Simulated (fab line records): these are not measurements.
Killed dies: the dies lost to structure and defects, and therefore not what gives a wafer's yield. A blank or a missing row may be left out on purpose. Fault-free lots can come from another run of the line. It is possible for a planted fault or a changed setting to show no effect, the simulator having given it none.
Chamber matching || flow gf180mcu || GF_STI_CMP_25 on cmp-02: 4 sister chambers
The step polishes, stops on Si3N4, t overpolish 33 s, target thk 524.6 nm. 16 wafers are shown with their chamber, then 8 later ones without.

== WAFERS WITH THEIR CHAMBER ==
{"wafer": "L848.1", "chamber": 1, "motor-current-A (A)": 9.6, "time-to-endpoint-s (s)": 120, "overpolish-run-s (s)": 33.007}
{"wafer": "L848.4", "chamber": 3, "motor-current-A (A)": 12.7, "time-to-endpoint-s (s)": 124, "overpolish-run-s (s)": 32.992}
{"wafer": "L848.5", "chamber": 3, "motor-current-A (A)": 12.5, "time-to-endpoint-s (s)": 122, "overpolish-run-s (s)": 33.009}
{"wafer": "L849.2", "chamber": 0, "motor-current-A (A)": 13.1, "time-to-endpoint-s (s)": 121, "overpolish-run-s (s)": 32.996}
{"wafer": "L849.3", "chamber": 3, "motor-current-A (A)": 12.0, "time-to-endpoint-s (s)": 123, "overpolish-run-s (s)": 32.998}
{"wafer": "L849.6", "chamber": 2, "motor-current-A (A)": 11.9, "time-to-endpoint-s (s)": 125, "overpolish-run-s (s)": 33.003}
{"wafer": "L852.1", "chamber": 1, "motor-current-A (A)": 9.5, "time-to-endpoint-s (s)": 122, "overpolish-run-s (s)": 33.011}
{"wafer": "L852.4", "chamber": 3, "motor-current-A (A)": 12.6, "time-to-endpoint-s (s)": 125, "overpolish-run-s (s)": 33.011}
{"wafer": "L852.6", "chamber": 2, "motor-current-A (A)": 12.5, "time-to-endpoint-s (s)": 127, "overpolish-run-s (s)": 33.018}
{"wafer": "L855.3", "chamber": 0, "motor-current-A (A)": 12.9, "time-to-endpoint-s (s)": 118, "overpolish-run-s (s)": 32.986}
{"wafer": "L855.4", "chamber": 3, "motor-current-A (A)": 11.6, "time-to-endpoint-s (s)": 123, "overpolish-run-s (s)": 32.994}
{"wafer": "L855.5", "chamber": 1, "motor-current-A (A)": 9.7, "time-to-endpoint-s (s)": 121, "overpolish-run-s (s)": 32.992}
{"wafer": "L856.2", "chamber": 1, "motor-current-A (A)": 9.5, "time-to-endpoint-s (s)": 122, "overpolish-run-s (s)": 32.999}
{"wafer": "L856.4", "chamber": 3, "motor-current-A (A)": 12.8, "time-to-endpoint-s (s)": 127, "overpolish-run-s (s)": 33.007}
{"wafer": "L856.6", "chamber": 1, "motor-current-A (A)": 9.9, "time-to-endpoint-s (s)": 121, "overpolish-run-s (s)": 33.008}
{"wafer": "L859.1", "chamber": 2, "motor-current-A (A)": 12.3, "time-to-endpoint-s (s)": 123, "overpolish-run-s (s)": 33.001}

SIGNATURES, as means of the wafers listed above
{"reading": "motor-current-A", "chamber 0": 13.000, "chamber 1": 9.640, "chamber 2": 12.233, "chamber 3": 12.367, "scatter within a chamber": 0.343}
{"reading": "time-to-endpoint-s", "chamber 0": 119.50, "chamber 1": 121.20, "chamber 2": 125.00, "chamber 3": 124.00, "scatter within a chamber": 1.62}
{"reading": "overpolish-run-s", "chamber 0": 32.99100, "chamber 1": 33.00340, "chamber 2": 33.00733, "chamber 3": 33.00183, "scatter within a chamber": 0.00816}
Rule: a wafer lies at a distance from a chamber equal to the root of the sum of squares, over the readings, of (its reading less the chamber's mean, divided by the reading's scatter). If the next closest chamber is less than 2 further off than the closest, the wafer can't be placed; otherwise it belongs to the closest. The scatter: the root of (the sum of the squares of (reading less its chamber's mean) over the shown wafers, divided by (wafers less chambers)).

== WAFERS WHOSE CHAMBER IS MISSING ==
{"wafer": "L859.3", "motor-current-A (A)": 9.8, "time-to-endpoint-s (s)": 121, "overpolish-run-s (s)": 33.001}
{"wafer": "L859.6", "motor-current-A (A)": 11.9, "time-to-endpoint-s (s)": 121, "overpolish-run-s (s)": 33.004}
{"wafer": "L862.1", "motor-current-A (A)": 9.6, "time-to-endpoint-s (s)": 127, "overpolish-run-s (s)": 32.978}
{"wafer": "L862.3", "motor-current-A (A)": 11.7, "time-to-endpoint-s (s)": 128, "overpolish-run-s (s)": 33.004}
{"wafer": "L862.6", "motor-current-A (A)": 12.2, "time-to-endpoint-s (s)": 127, "overpolish-run-s (s)": 32.998}
{"wafer": "L871.1", "motor-current-A (A)": 13.6, "time-to-endpoint-s (s)": 122, "overpolish-run-s (s)": 33.001}
{"wafer": "L871.4", "motor-current-A (A)": 9.7, "time-to-endpoint-s (s)": 118, "overpolish-run-s (s)": 32.998}
{"wafer": "L871.5", "motor-current-A (A)": 9.8, "time-to-endpoint-s (s)": 118, "overpolish-run-s (s)": 32.996}

== EACH ONE'S CHAMBER ==
{"wafer": "L859.3", "from the rows above": 1, "in truth": 1}
{"wafer": "L859.6", "from the rows above": "can't be placed: 3 or 2 or 0", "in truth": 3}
{"wafer": "L862.1", "from the rows above": 1, "in truth": 1}
{"wafer": "L862.3", "from the rows above": "can't be placed: 2 or 3", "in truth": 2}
{"wafer": "L862.6", "from the rows above": "can't be placed: 2 or 3", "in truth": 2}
{"wafer": "L871.1", "from the rows above": "can't be placed: 0 or 3 or 2", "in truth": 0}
{"wafer": "L871.4", "from the rows above": 1, "in truth": 1}
{"wafer": "L871.5", "from the rows above": 1, "in truth": 1}
Correct placement for 4 of the 8. These rows do not allow placing 4 (true chamber among the candidates in 4). Number placed wrongly: 0.
